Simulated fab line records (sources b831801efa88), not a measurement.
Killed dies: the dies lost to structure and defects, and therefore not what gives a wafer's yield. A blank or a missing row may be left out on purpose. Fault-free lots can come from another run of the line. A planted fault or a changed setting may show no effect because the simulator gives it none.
Chamber matching	flow sky130	SKY_VIA2_CMP_02 on cmp-01: 4 sister chambers
The step polishes SiO2. 27 wafers are shown with their chamber, then 12 later ones without.

EACH WAFER AND ITS CHAMBER
wafer	chamber	motorCurrentA (A)	edgeZonePressureFrac	slurryFlowMlMin
L075.1	0	11.4	0.995	150.0
L075.3	3	11.6	0.994	149.5
L075.5	1	14.8	1.009	149.7
L076.4	2	10.2	1.003	149.1
L076.5	1	15.1	1.000	150.2
L076.6	0	11.7	1.004	149.5
L077.1	1	14.8	1.000	150.2
L077.2	2	10.1	1.002	149.5
L077.4	3	11.1	1.000	149.9
L078.1	1	15.5	1.002	149.5
L078.3	3	11.6	0.998	149.4
L078.6	1	14.4	1.002	149.7
L080.1	2	10.6	1.000	149.9
L080.3	3	11.5	0.995	149.7
L080.4	0	11.4	0.997	149.4
L082.1	0	11.2	0.994	149.8
L082.2	3	12.4	1.002	150.3
L082.4	2	11.0	1.003	149.9
L084.2	0	12.1	1.009	149.7
L084.5	1	15.4	1.005	149.6
L084.6	2	10.6	0.995	150.1
L085.1	0	11.4	1.001	149.6
L085.2	1	14.7	1.003	150.8
L085.4	2	10.7	1.005	149.5
L093.3	1	15.1	1.000	150.0
L093.5	2	9.9	0.991	149.8
L093.6	3	11.3	0.994	149.7

SIGNATURES, as means of the wafers listed above
reading	chamber 0	chamber 1	chamber 2	chamber 3	scatter within a chamber
motorCurrentA	11.533	14.975	10.443	11.583	0.382
edgeZonePressureFrac	1.00000	1.00262	0.99986	0.99717	0.0044
slurryFlowMlMin	149.667	149.963	149.686	149.750	0.345
Rule: distance of a wafer from a chamber = root of the sum over the readings of ((wafer's reading minus chamber's mean) / reading's scatter) squared. The wafer belongs to the nearest chamber; if the next one is less than 2 further off, it can't be placed. The scatter: the root of (the sum of the squares of (reading less its chamber's mean) over the shown wafers, divided by (wafers less chambers)).

WAFERS WHOSE CHAMBER IS MISSING
wafer	motorCurrentA (A)	edgeZonePressureFrac	slurryFlowMlMin
L094.1	12.0	1.012	149.7
L094.2	11.2	0.996	150.1
L094.5	10.7	0.998	150.0
L095.1	11.1	0.999	150.0
L095.3	10.7	0.999	149.2
L095.4	15.1	0.992	149.7
L097.2	15.1	0.999	149.8
L097.3	11.6	1.009	150.3
L097.5	10.5	1.001	150.1
L096.2	11.1	0.999	149.9
L096.4	15.0	1.004	150.2
L096.5	10.2	1.003	149.8

WHICH CHAMBER EACH ONE RAN IN
wafer	from the rows above	in truth
L094.1	can't be placed: 0 or 3 or 2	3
L094.2	can't be placed: 3 or 0 or 2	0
L094.5	can't be placed: 2 or 0 or 3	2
L095.1	can't be placed: 0 or 3 or 2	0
L095.3	can't be placed: 2 or 0 or 3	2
L095.4	1	1
L097.2	1	1
L097.3	can't be placed: 0 or 3 or 2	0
L097.5	can't be placed: 2 or 0 or 3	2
L096.2	can't be placed: 0 or 3 or 2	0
L096.4	1	1
L096.5	2	2
Placed correctly: 4 of 12. These rows do not allow placing 8 (true chamber among the candidates in 8). Placed wrongly: 0.
